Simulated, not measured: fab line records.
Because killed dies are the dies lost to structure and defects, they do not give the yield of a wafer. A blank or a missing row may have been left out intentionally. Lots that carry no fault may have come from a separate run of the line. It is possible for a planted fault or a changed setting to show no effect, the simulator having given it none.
fab line records || flow sky130 || part 2 of 2: steps 28 to 33 of 33
[record] {"lots": 5, "wafers": 15, "lastDay": 50}
route steps=708 shown LOCAL_INTERCONNECT@394 CONTACT@406
lots with no fault: from the same line, run without faults
startH: the number of hours between the record's first day and the start of the first shown wafer of the lot || waitH: hours from the lot's prior step to this one || " unchanged from the row above || L1.1+2: several wafers, shown together as one row || - no value, or no start was given || * or withheld: withheld || < > ~ a bound
route shown NAME@n: a module of which the file shows steps, and the number in the route of the first || usual: mean and standard deviation over wafers with no fault || same: alike in all rows || chamber/n: place in a boat || sites: each site's reading || _std_site: how widely they spread, as a standard deviation || _edge_site: outer sites' mean less inner sites' || radiusMm: for every site, how far away it sits from the centre of the wafer || mask NAME#n: copy n || behind: the most recent tool/chamber to have shaped the wafer || hold: reason for holding the lot/hours on hold/outcome of the hold || device: names the non-switching transistor (n, p or np) || end of line: tests of these same wafers at the route's end || a step without rows: its recipe alone || killed: not the wafer's yield, but the dies lost to structure and defects at the first sort || map: the dies of a wafer, with x for killed, . for not killed, _ for no die there
set.NAME: the setting that was run; set.NAME@STEP: the one run at that earlier step || model.NAME: the simulator's own value behind a step, which no gauge read
certain route steps with their lots: each step a table, each wafer a row
services: from which hour (startH, from the record's first day; less than 0 if before it) a tool's chamber was out of use, for how many hours, and why
[[steps]]
[step SKY_CONTACT_OVL_MEAS_15]
[usual] {"CONTACT_OVL": "-2/5.5"}
{"lot.wafer": "L082.2", "tool": "overlay-01", "chamber": "-", "startH": 799.87, "waitH": 0.1, "CONTACT_OVL[nm]": -10}
{"lot.wafer": "L082.3", "tool": "overlay-01", "chamber": "-", "startH": 799.87, "waitH": 0.1, "CONTACT_OVL[nm]": -3}
{"lot.wafer": "L082.4", "tool": "overlay-01", "chamber": "-", "startH": 799.87, "waitH": 0.1, "CONTACT_OVL[nm]": -5}
{"lot.wafer": "L086.3", "tool": "overlay-02", "chamber": "-", "startH": 842.26, "waitH": 0.1, "CONTACT_OVL[nm]": 1}
{"lot.wafer": "L086.4", "tool": "overlay-02", "chamber": "-", "startH": 842.26, "waitH": 0.1, "CONTACT_OVL[nm]": 1}
{"lot.wafer": "L086.5", "tool": "overlay-02", "chamber": "-", "startH": 842.26, "waitH": 0.1, "CONTACT_OVL[nm]": 5}
{"lot.wafer": "L089.2", "tool": "overlay-01", "chamber": "-", "startH": 865.87, "waitH": 0.1, "CONTACT_OVL[nm]": -5}
{"lot.wafer": "L089.4", "tool": "overlay-01", "chamber": "-", "startH": 865.87, "waitH": 0.1, "CONTACT_OVL[nm]": 5}
{"lot.wafer": "L089.6", "tool": "overlay-01", "chamber": "-", "startH": 865.87, "waitH": 0.1, "CONTACT_OVL[nm]": -3}
{"lot.wafer": "L093.4", "tool": "overlay-02", "chamber": "-", "startH": 886.61, "waitH": 0.1, "CONTACT_OVL[nm]": 4}
{"lot.wafer": "L093.5", "tool": "overlay-02", "chamber": "-", "startH": 886.61, "waitH": 0.1, "CONTACT_OVL[nm]": 12}
{"lot.wafer": "L093.6", "tool": "overlay-02", "chamber": "-", "startH": 886.61, "waitH": 0.1, "CONTACT_OVL[nm]": 9}
{"lot.wafer": "L096.2", "tool": "overlay-01", "chamber": "-", "startH": 903.30, "waitH": 0.1, "CONTACT_OVL[nm]": 2}
{"lot.wafer": "L096.3", "tool": "overlay-01", "chamber": "-", "startH": 903.30, "waitH": 0.1, "CONTACT_OVL[nm]": -11}
{"lot.wafer": "L096.5", "tool": "overlay-01", "chamber": "-", "startH": 903.30, "waitH": 0.1, "CONTACT_OVL[nm]": -1}
[step SKY_CONTACT_ETCH_16]
[recipe] {"chemistry": "N2/H2", "target": "BARC", "ionEnergyEv": 200, "sourceW": 492.8, "biasW": 100, "pressureMtorr": 30, "n2FlowSccm": 100, "h2FlowSccm": 200, "stopOn": "SiO2", "timeS": 45.9, "targetDepthA": 600}
[usual] {"chamberPressureMTorr": "29.998/0.03", "drypumpMotorCurrentA": "5.6/0.57", "oesProductAu": "0.854/0.0048", "rfFwdPowerW": "488.1/2.2", "throttleValvePct": "13.225/0.0085"}
{"lot.wafer": "L082.2", "tool": "rieDiel-01", "chamber": 3, "startH": 799.90, "waitH": 0.0, "chamberPressureMTorr": 30.004, "drypumpMotorCurrentA": 4.8, "oesProductAu": 0.844, "rfFwdPowerW": 487.0, "rfHoursCounterH": 5, "throttleValvePct": 13.217}
{"lot.wafer": "L082.3", "tool": "rieDiel-01", "chamber": 2, "startH": 799.90, "waitH": 0.0, "chamberPressureMTorr": 30.010, "drypumpMotorCurrentA": 5.3, "oesProductAu": 0.854, "rfFwdPowerW": 485.8, "rfHoursCounterH": 12, "throttleValvePct": 13.236}
{"lot.wafer": "L082.4", "tool": "rieDiel-01", "chamber": 0, "startH": 799.90, "waitH": 0.0, "chamberPressureMTorr": 30.004, "drypumpMotorCurrentA": 6.4, "oesProductAu": 0.854, "rfFwdPowerW": 490.5, "rfHoursCounterH": "-", "throttleValvePct": 13.228}
{"lot.wafer": "L086.3", "tool": "rieDiel-04", "chamber": 3, "startH": 842.28, "waitH": 0.0, "chamberPressureMTorr": 29.966, "drypumpMotorCurrentA": 5.9, "oesProductAu": 0.860, "rfFwdPowerW": 489.1, "rfHoursCounterH": 2, "throttleValvePct": 13.221}
{"lot.wafer": "L086.4", "tool": "rieDiel-04", "chamber": 0, "startH": 842.28, "waitH": 0.0, "chamberPressureMTorr": 30.031, "drypumpMotorCurrentA": 6.5, "oesProductAu": 0.853, "rfFwdPowerW": 484.4, "rfHoursCounterH": 6, "throttleValvePct": 13.224}
{"lot.wafer": "L086.5", "tool": "rieDiel-04", "chamber": 3, "startH": 842.28, "waitH": 0.0, "chamberPressureMTorr": 30.041, "drypumpMotorCurrentA": 5.9, "oesProductAu": 0.852, "rfFwdPowerW": 488.7, "rfHoursCounterH": "-", "throttleValvePct": 13.216}
{"lot.wafer": "L089.2", "tool": "rieDiel-03", "chamber": 0, "startH": 865.90, "waitH": 0.0, "chamberPressureMTorr": 29.987, "drypumpMotorCurrentA": 5.9, "oesProductAu": 0.853, "rfFwdPowerW": 491.2, "rfHoursCounterH": 9, "throttleValvePct": 13.234}
{"lot.wafer": "L089.4", "tool": "rieDiel-03", "chamber": 2, "startH": 865.90, "waitH": 0.0, "chamberPressureMTorr": 30.004, "drypumpMotorCurrentA": 5.5, "oesProductAu": 0.852, "rfFwdPowerW": 488.6, "rfHoursCounterH": 2, "throttleValvePct": 13.221}
{"lot.wafer": "L089.6", "tool": "rieDiel-03", "chamber": 0, "startH": 865.90, "waitH": 0.0, "chamberPressureMTorr": 30.028, "drypumpMotorCurrentA": 5.9, "oesProductAu": 0.861, "rfFwdPowerW": 491.4, "rfHoursCounterH": "-", "throttleValvePct": 13.217}
{"lot.wafer": "L093.4", "tool": "rieDiel-04", "chamber": 0, "startH": 886.63, "waitH": 0.0, "chamberPressureMTorr": 29.964, "drypumpMotorCurrentA": 6.6, "oesProductAu": 0.852, "rfFwdPowerW": 485.2, "rfHoursCounterH": 8, "throttleValvePct": 13.236}
{"lot.wafer": "L093.5", "tool": "rieDiel-04", "chamber": 0, "startH": 886.63, "waitH": 0.0, "chamberPressureMTorr": 29.975, "drypumpMotorCurrentA": 6.5, "oesProductAu": 0.854, "rfFwdPowerW": 485.8, "rfHoursCounterH": "-", "throttleValvePct": 13.220}
{"lot.wafer": "L093.6", "tool": "rieDiel-04", "chamber": 3, "startH": 886.63, "waitH": 0.0, "chamberPressureMTorr": 29.991, "drypumpMotorCurrentA": 5.9, "oesProductAu": 0.861, "rfFwdPowerW": 489.7, "rfHoursCounterH": "-", "throttleValvePct": 13.226}
{"lot.wafer": "L096.2", "tool": "rieDiel-04", "chamber": 3, "startH": 903.33, "waitH": 0.0, "chamberPressureMTorr": 29.998, "drypumpMotorCurrentA": 5.9, "oesProductAu": 0.850, "rfFwdPowerW": 486.9, "rfHoursCounterH": 4, "throttleValvePct": 13.241}
{"lot.wafer": "L096.3", "tool": "rieDiel-04", "chamber": 2, "startH": 903.33, "waitH": 0.0, "chamberPressureMTorr": 30.008, "drypumpMotorCurrentA": 4.9, "oesProductAu": 0.840, "rfFwdPowerW": 485.3, "rfHoursCounterH": 18, "throttleValvePct": 13.224}
{"lot.wafer": "L096.5", "tool": "rieDiel-04", "chamber": 0, "startH": 903.33, "waitH": 0.0, "chamberPressureMTorr": 29.960, "drypumpMotorCurrentA": 6.6, "oesProductAu": 0.853, "rfFwdPowerW": 485.3, "rfHoursCounterH": "-", "throttleValvePct": 13.220}
[step SKY_CONTACT_ETCH_17]
[recipe] {"target": "SiO2", "chemistry": "C4F8/O2/Ar", "stopOn": "Si3N4", "maskMaterial": "KrF-thick", "sourceW": 1500, "biasW": 1200, "pressureMtorr": 40, "c4f8FlowSccm": "withheld", "O2_flow_sccm": 6, "Ar_flow_sccm": 300, "timeS": "withheld", "targetDepthA": 3400}
[usual] {"chamberPressureMTorr": "40.00/0.038", "oesProductAu": "0.892/0.0048", "rfFwdPowerW": "1488/5.4"}
{"lot.wafer": "L082.2", "tool": "rieDiel-01", "chamber": 3, "startH": 799.94, "waitH": 0.0, "chamberPressureMTorr": 40.03, "oesProductAu": 0.894, "rfFwdPowerW": 1489}
{"lot.wafer": "L082.3", "tool": "rieDiel-01", "chamber": 2, "startH": 799.94, "waitH": 0.0, "chamberPressureMTorr": 40.00, "oesProductAu": 0.892, "rfFwdPowerW": 1480}
{"lot.wafer": "L082.4", "tool": "rieDiel-01", "chamber": 0, "startH": 799.94, "waitH": 0.0, "chamberPressureMTorr": 40.01, "oesProductAu": 0.901, "rfFwdPowerW": 1492}
{"lot.wafer": "L086.3", "tool": "rieDiel-04", "chamber": 3, "startH": 842.32, "waitH": 0.0, "chamberPressureMTorr": 40.00, "oesProductAu": 0.882, "rfFwdPowerW": 1487}
{"lot.wafer": "L086.4", "tool": "rieDiel-04", "chamber": 0, "startH": 842.32, "waitH": 0.0, "chamberPressureMTorr": 40.00, "oesProductAu": 0.890, "rfFwdPowerW": 1492}
{"lot.wafer": "L086.5", "tool": "rieDiel-04", "chamber": 3, "startH": 842.32, "waitH": 0.0, "chamberPressureMTorr": 39.98, "oesProductAu": 0.896, "rfFwdPowerW": 1490}
{"lot.wafer": "L089.2", "tool": "rieDiel-03", "chamber": 0, "startH": 865.94, "waitH": 0.0, "chamberPressureMTorr": 40.01, "oesProductAu": 0.901, "rfFwdPowerW": 1485}
{"lot.wafer": "L089.4", "tool": "rieDiel-03", "chamber": 2, "startH": 865.94, "waitH": 0.0, "chamberPressureMTorr": 40.03, "oesProductAu": 0.898, "rfFwdPowerW": 1482}
{"lot.wafer": "L089.6", "tool": "rieDiel-03", "chamber": 0, "startH": 865.94, "waitH": 0.0, "chamberPressureMTorr": 39.98, "oesProductAu": 0.893, "rfFwdPowerW": 1486}
{"lot.wafer": "L093.4", "tool": "rieDiel-04", "chamber": 0, "startH": 886.67, "waitH": 0.0, "chamberPressureMTorr": 39.95, "oesProductAu": 0.895, "rfFwdPowerW": 1485}
{"lot.wafer": "L093.5", "tool": "rieDiel-04", "chamber": 0, "startH": 886.67, "waitH": 0.0, "chamberPressureMTorr": 40.03, "oesProductAu": 0.895, "rfFwdPowerW": 1486}
{"lot.wafer": "L093.6", "tool": "rieDiel-04", "chamber": 3, "startH": 886.67, "waitH": 0.0, "chamberPressureMTorr": 40.03, "oesProductAu": 0.898, "rfFwdPowerW": 1485}
{"lot.wafer": "L096.2", "tool": "rieDiel-04", "chamber": 3, "startH": 903.37, "waitH": 0.0, "chamberPressureMTorr": 39.99, "oesProductAu": 0.893, "rfFwdPowerW": 1485}
{"lot.wafer": "L096.3", "tool": "rieDiel-04", "chamber": 2, "startH": 903.37, "waitH": 0.0, "chamberPressureMTorr": 39.97, "oesProductAu": 0.890, "rfFwdPowerW": 1492}
{"lot.wafer": "L096.5", "tool": "rieDiel-04", "chamber": 0, "startH": 903.37, "waitH": 0.0, "chamberPressureMTorr": 39.91, "oesProductAu": 0.892, "rfFwdPowerW": 1489}
[step SKY_CONTACT_ETCH_18]
[recipe] {"target": "Si3N4", "chemistry": "CHF3/O2", "stopOn": "TiN", "sourceW": 600, "biasW": 200, "pressureMtorr": 40, "chf3FlowSccm": 50, "O2_flow_sccm": 5, "timeS": 39, "targetDepthA": 750}
[usual] {"chamberPressureMTorr": "40.00/0.036", "drypumpMotorCurrentA": "5.6/0.57", "oesProductAu": "0.855/0.0081", "rfFwdPowerW": "593.7/2.5", "throttleValvePct": "8.793/0.0089"}
{"lot.wafer": "L082.2", "tool": "rieDiel-01", "chamber": 3, "startH": "-", "waitH": "-", "chamberPressureMTorr": 39.92, "drypumpMotorCurrentA": 4.8, "oesProductAu": 0.850, "rfFwdPowerW": 593.6, "rfHoursCounterH": 5, "throttleValvePct": 8.801}
{"lot.wafer": "L082.3", "tool": "rieDiel-01", "chamber": 2, "startH": "-", "waitH": "-", "chamberPressureMTorr": 40.05, "drypumpMotorCurrentA": 5.4, "oesProductAu": 0.856, "rfFwdPowerW": 590.6, "rfHoursCounterH": 12, "throttleValvePct": 8.793}
{"lot.wafer": "L082.4", "tool": "rieDiel-01", "chamber": 0, "startH": "-", "waitH": "-", "chamberPressureMTorr": 40.03, "drypumpMotorCurrentA": 6.3, "oesProductAu": 0.858, "rfFwdPowerW": 595.3, "rfHoursCounterH": "-", "throttleValvePct": 8.774}
{"lot.wafer": "L086.3", "tool": "rieDiel-04", "chamber": 3, "startH": "-", "waitH": "-", "chamberPressureMTorr": 40.03, "drypumpMotorCurrentA": 5.9, "oesProductAu": 0.875, "rfFwdPowerW": 596.7, "rfHoursCounterH": 2, "throttleValvePct": 8.801}
{"lot.wafer": "L086.4", "tool": "rieDiel-04", "chamber": 0, "startH": "-", "waitH": "-", "chamberPressureMTorr": 40.00, "drypumpMotorCurrentA": 6.6, "oesProductAu": 0.876, "rfFwdPowerW": 588.9, "rfHoursCounterH": 6, "throttleValvePct": 8.803}
{"lot.wafer": "L086.5", "tool": "rieDiel-04", "chamber": 3, "startH": "-", "waitH": "-", "chamberPressureMTorr": 40.02, "drypumpMotorCurrentA": 5.9, "oesProductAu": 0.873, "rfFwdPowerW": 596.0, "rfHoursCounterH": "-", "throttleValvePct": 8.803}
{"lot.wafer": "L089.2", "tool": "rieDiel-03", "chamber": 0, "startH": "-", "waitH": "-", "chamberPressureMTorr": 40.00, "drypumpMotorCurrentA": 5.9, "oesProductAu": 0.852, "rfFwdPowerW": 593.0, "rfHoursCounterH": 9, "throttleValvePct": 8.797}
{"lot.wafer": "L089.4", "tool": "rieDiel-03", "chamber": 2, "startH": "-", "waitH": "-", "chamberPressureMTorr": 40.00, "drypumpMotorCurrentA": 5.5, "oesProductAu": 0.851, "rfFwdPowerW": 586.5, "rfHoursCounterH": 2, "throttleValvePct": 8.797}
{"lot.wafer": "L089.6", "tool": "rieDiel-03", "chamber": 0, "startH": "-", "waitH": "-", "chamberPressureMTorr": 40.05, "drypumpMotorCurrentA": 5.9, "oesProductAu": 0.860, "rfFwdPowerW": 595.3, "rfHoursCounterH": "-", "throttleValvePct": 8.780}
{"lot.wafer": "L093.4", "tool": "rieDiel-04", "chamber": 0, "startH": "-", "waitH": "-", "chamberPressureMTorr": 40.07, "drypumpMotorCurrentA": 6.5, "oesProductAu": 0.861, "rfFwdPowerW": 590.7, "rfHoursCounterH": 8, "throttleValvePct": 8.789}
{"lot.wafer": "L093.5", "tool": "rieDiel-04", "chamber": 0, "startH": "-", "waitH": "-", "chamberPressureMTorr": 40.03, "drypumpMotorCurrentA": 6.5, "oesProductAu": 0.853, "rfFwdPowerW": 591.6, "rfHoursCounterH": "-", "throttleValvePct": 8.795}
{"lot.wafer": "L093.6", "tool": "rieDiel-04", "chamber": 3, "startH": "-", "waitH": "-", "chamberPressureMTorr": 40.07, "drypumpMotorCurrentA": 5.9, "oesProductAu": 0.858, "rfFwdPowerW": 597.2, "rfHoursCounterH": "-", "throttleValvePct": 8.788}
{"lot.wafer": "L096.2", "tool": "rieDiel-04", "chamber": 3, "startH": "-", "waitH": "-", "chamberPressureMTorr": 40.04, "drypumpMotorCurrentA": 5.9, "oesProductAu": 0.851, "rfFwdPowerW": 594.6, "rfHoursCounterH": 4, "throttleValvePct": 8.792}
{"lot.wafer": "L096.3", "tool": "rieDiel-04", "chamber": 2, "startH": "-", "waitH": "-", "chamberPressureMTorr": 40.04, "drypumpMotorCurrentA": 4.8, "oesProductAu": 0.850, "rfFwdPowerW": 593.2, "rfHoursCounterH": 19, "throttleValvePct": 8.771}
{"lot.wafer": "L096.5", "tool": "rieDiel-04", "chamber": 0, "startH": "-", "waitH": "-", "chamberPressureMTorr": 39.98, "drypumpMotorCurrentA": 6.6, "oesProductAu": 0.846, "rfFwdPowerW": 591.0, "rfHoursCounterH": "-", "throttleValvePct": 8.793}
[step SKY_CONTACT_STRIP_19]
[recipe] {"chemistry": "O2/N2", "powerW": 1400, "pressureMtorr": 1500, "platenTempC": "withheld", "o2FlowSccm": 3000, "n2FlowSccm": 300, "overashFraction": 0.5}
[usual] {"chamberPressureMTorr": "1500.0/1.3", "drypumpMotorCurrentA": "5.62/0.2", "oesProductAu": "0.380/0.0048", "stripTimeToEndpointS": "3.60/0.036"}
{"lot.wafer": "L082.2", "tool": "plasmaAsher-02", "chamber": 1, "startH": 800.03, "waitH": "-", "chamberPressureMTorr": 1500.5, "drypumpMotorCurrentA": 5.51, "oesProductAu": 0.383, "rfHoursCounterH": 5, "stripTimeToEndpointS": 3.56}
{"lot.wafer": "L082.3", "tool": "plasmaAsher-02", "chamber": 1, "startH": 800.03, "waitH": "-", "chamberPressureMTorr": 1497.7, "drypumpMotorCurrentA": 5.49, "oesProductAu": 0.376, "rfHoursCounterH": "-", "stripTimeToEndpointS": 3.59}
{"lot.wafer": "L082.4", "tool": "plasmaAsher-02", "chamber": 0, "startH": 800.03, "waitH": "-", "chamberPressureMTorr": 1500.6, "drypumpMotorCurrentA": 5.59, "oesProductAu": 0.370, "rfHoursCounterH": "-", "stripTimeToEndpointS": 3.60}
{"lot.wafer": "L086.3", "tool": "plasmaAsher-02", "chamber": 1, "startH": 842.45, "waitH": "-", "chamberPressureMTorr": 1502.5, "drypumpMotorCurrentA": 5.47, "oesProductAu": 0.382, "rfHoursCounterH": "-", "stripTimeToEndpointS": 3.63}
{"lot.wafer": "L086.4", "tool": "plasmaAsher-02", "chamber": 0, "startH": 842.45, "waitH": "-", "chamberPressureMTorr": 1499.8, "drypumpMotorCurrentA": 5.66, "oesProductAu": 0.378, "rfHoursCounterH": "-", "stripTimeToEndpointS": 3.62}
{"lot.wafer": "L086.5", "tool": "plasmaAsher-02", "chamber": 0, "startH": 842.45, "waitH": "-", "chamberPressureMTorr": 1499.0, "drypumpMotorCurrentA": 5.62, "oesProductAu": 0.379, "rfHoursCounterH": "-", "stripTimeToEndpointS": 3.64}
{"lot.wafer": "L089.2", "tool": "plasmaAsher-02", "chamber": 1, "startH": 866.03, "waitH": "-", "chamberPressureMTorr": 1501.3, "drypumpMotorCurrentA": 5.50, "oesProductAu": 0.374, "rfHoursCounterH": 13, "stripTimeToEndpointS": 3.62}
{"lot.wafer": "L089.4", "tool": "plasmaAsher-02", "chamber": 1, "startH": 866.03, "waitH": "-", "chamberPressureMTorr": 1499.2, "drypumpMotorCurrentA": 5.50, "oesProductAu": 0.378, "rfHoursCounterH": "-", "stripTimeToEndpointS": 3.60}
{"lot.wafer": "L089.6", "tool": "plasmaAsher-02", "chamber": 1, "startH": 866.03, "waitH": "-", "chamberPressureMTorr": 1499.8, "drypumpMotorCurrentA": 5.48, "oesProductAu": 0.378, "rfHoursCounterH": "-", "stripTimeToEndpointS": 3.60}
{"lot.wafer": "L093.4", "tool": "plasmaAsher-01", "chamber": 0, "startH": 886.80, "waitH": "-", "chamberPressureMTorr": 1499.9, "drypumpMotorCurrentA": 5.45, "oesProductAu": 0.386, "rfHoursCounterH": "-", "stripTimeToEndpointS": 3.68}
{"lot.wafer": "L093.5", "tool": "plasmaAsher-01", "chamber": 0, "startH": 886.80, "waitH": "-", "chamberPressureMTorr": 1500.6, "drypumpMotorCurrentA": 5.44, "oesProductAu": 0.377, "rfHoursCounterH": "-", "stripTimeToEndpointS": 3.65}
{"lot.wafer": "L093.6", "tool": "plasmaAsher-01", "chamber": 1, "startH": 886.80, "waitH": "-", "chamberPressureMTorr": 1499.6, "drypumpMotorCurrentA": 5.47, "oesProductAu": 0.378, "rfHoursCounterH": "-", "stripTimeToEndpointS": 3.68}
{"lot.wafer": "L096.2", "tool": "plasmaAsher-02", "chamber": 1, "startH": 903.47, "waitH": "-", "chamberPressureMTorr": 1500.1, "drypumpMotorCurrentA": 5.53, "oesProductAu": 0.387, "rfHoursCounterH": 16, "stripTimeToEndpointS": 3.61}
{"lot.wafer": "L096.3", "tool": "plasmaAsher-02", "chamber": 0, "startH": 903.47, "waitH": "-", "chamberPressureMTorr": 1498.0, "drypumpMotorCurrentA": 5.66, "oesProductAu": 0.380, "rfHoursCounterH": "-", "stripTimeToEndpointS": 3.60}
{"lot.wafer": "L096.5", "tool": "plasmaAsher-02", "chamber": 1, "startH": 903.47, "waitH": "-", "chamberPressureMTorr": 1499.5, "drypumpMotorCurrentA": 5.51, "oesProductAu": 0.378, "rfHoursCounterH": "-", "stripTimeToEndpointS": 3.62}
[step SKY_CONTACT_STRIP_20]
[recipe] {"chemistry": "postEtchResidueRemover", "timeS": 1200, "tempC": 72.5}
[usual] {"bathHeatDutyPct": "14.2/1.8"}
{"lot.wafer": "L082.2", "tool": "wetBench-02", "chamber": 3, "startH": 800.13, "waitH": 0.1, "bathHeatDutyPct": 13.5}
{"lot.wafer": "L082.3", "tool": "wetBench-02", "chamber": 3, "startH": 800.13, "waitH": 0.1, "bathHeatDutyPct": 13.9}
{"lot.wafer": "L082.4", "tool": "wetBench-02", "chamber": 3, "startH": 800.13, "waitH": 0.1, "bathHeatDutyPct": 14.2}
{"lot.wafer": "L086.3", "tool": "wetBench-01", "chamber": 0, "startH": 842.51, "waitH": 0.0, "bathHeatDutyPct": 14.5}
{"lot.wafer": "L086.4", "tool": "wetBench-01", "chamber": 0, "startH": 842.51, "waitH": 0.0, "bathHeatDutyPct": 14.1}
{"lot.wafer": "L086.5", "tool": "wetBench-01", "chamber": 0, "startH": 842.51, "waitH": 0.0, "bathHeatDutyPct": 14.0}
{"lot.wafer": "L089.2", "tool": "wetBench-01", "chamber": 2, "startH": 866.13, "waitH": 0.1, "bathHeatDutyPct": 17.8}
{"lot.wafer": "L089.4", "tool": "wetBench-01", "chamber": 2, "startH": 866.13, "waitH": 0.1, "bathHeatDutyPct": 18.2}
{"lot.wafer": "L089.6", "tool": "wetBench-01", "chamber": 2, "startH": 866.13, "waitH": 0.1, "bathHeatDutyPct": 18.2}
{"lot.wafer": "L093.4", "tool": "wetBench-01", "chamber": 1, "startH": 886.86, "waitH": 0.0, "bathHeatDutyPct": 10.7}
{"lot.wafer": "L093.5", "tool": "wetBench-01", "chamber": 1, "startH": 886.86, "waitH": 0.0, "bathHeatDutyPct": 11.0}
{"lot.wafer": "L093.6", "tool": "wetBench-01", "chamber": 1, "startH": 886.86, "waitH": 0.0, "bathHeatDutyPct": 12.1}
{"lot.wafer": "L096.2", "tool": "wetBench-02", "chamber": 2, "startH": 903.57, "waitH": 0.1, "bathHeatDutyPct": 13.0}
{"lot.wafer": "L096.3", "tool": "wetBench-02", "chamber": 2, "startH": 903.57, "waitH": 0.1, "bathHeatDutyPct": 12.6}
{"lot.wafer": "L096.5", "tool": "wetBench-02", "chamber": 2, "startH": 903.57, "waitH": 0.1, "bathHeatDutyPct": 11.7}
[[services]]
{"tool": "krfScanner-01", "chamber": "-", "startH": 739.47, "hours": 0.8, "kind": "pm"}
{"tool": "krfScanner-02", "chamber": "-", "startH": 749.89, "hours": 1.3, "kind": "pm"}
{"tool": "plasmaAsher-04", "chamber": "-", "startH": 754.59, "hours": 1.5, "kind": "repair"}
{"tool": "rieDiel-03", "chamber": "-", "startH": 757.38, "hours": 1.6, "kind": "repair"}
{"tool": "plasmaAsher-02", "chamber": "-", "startH": 757.77, "hours": 2.8, "kind": "pm"}
{"tool": "krfScanner-02", "chamber": "-", "startH": 760.37, "hours": 1.3, "kind": "repair"}
{"tool": "krfScanner-01", "chamber": "-", "startH": 764.62, "hours": 1.0, "kind": "pm"}
{"tool": "rieMetal-03", "chamber": "-", "startH": 768.56, "hours": 2.8, "kind": "pm"}
{"tool": "rieDiel-01", "chamber": 2, "startH": 768.62, "hours": 2.8, "kind": "repair"}
{"tool": "plasmaAsher-04", "chamber": "-", "startH": 772.36, "hours": 2.8, "kind": "pm"}
{"tool": "plasmaAsher-04", "chamber": "-", "startH": 789.88, "hours": 3.2, "kind": "repair"}
{"tool": "rieDiel-04", "chamber": 2, "startH": 790.60, "hours": 3.1, "kind": "repair"}
{"tool": "krfScanner-02", "chamber": "-", "startH": 804.17, "hours": 0.8, "kind": "pm"}
{"tool": "rieDiel-03", "chamber": 2, "startH": 820.41, "hours": 4.9, "kind": "repair"}
{"tool": "rieDiel-03", "chamber": 1, "startH": 824.65, "hours": 1.3, "kind": "repair"}
{"tool": "hdpcvd-02", "chamber": "-", "startH": 824.96, "hours": 1.1, "kind": "repair"}
{"tool": "krfScanner-01", "chamber": "-", "startH": 832.20, "hours": 1.3, "kind": "pm"}
{"tool": "wetBench-02", "chamber": "-", "startH": 853.25, "hours": 2.6, "kind": "repair"}
{"tool": "krfScanner-01", "chamber": "-", "startH": 858.93, "hours": 4.9, "kind": "repair"}
{"tool": "cmp-01", "chamber": "-", "startH": 863.16, "hours": 3.6, "kind": "pm"}
{"tool": "krfScanner-02", "chamber": "-", "startH": 869.81, "hours": 4.4, "kind": "pm"}
{"tool": "cmp-01", "chamber": "-", "startH": 879.30, "hours": 8.8, "kind": "pm"}
{"tool": "rieMetal-03", "chamber": 0, "startH": 886.84, "hours": 6.6, "kind": "repair"}
{"tool": "wetBench-02", "chamber": "-", "startH": 899.92, "hours": 3.6, "kind": "repair"}
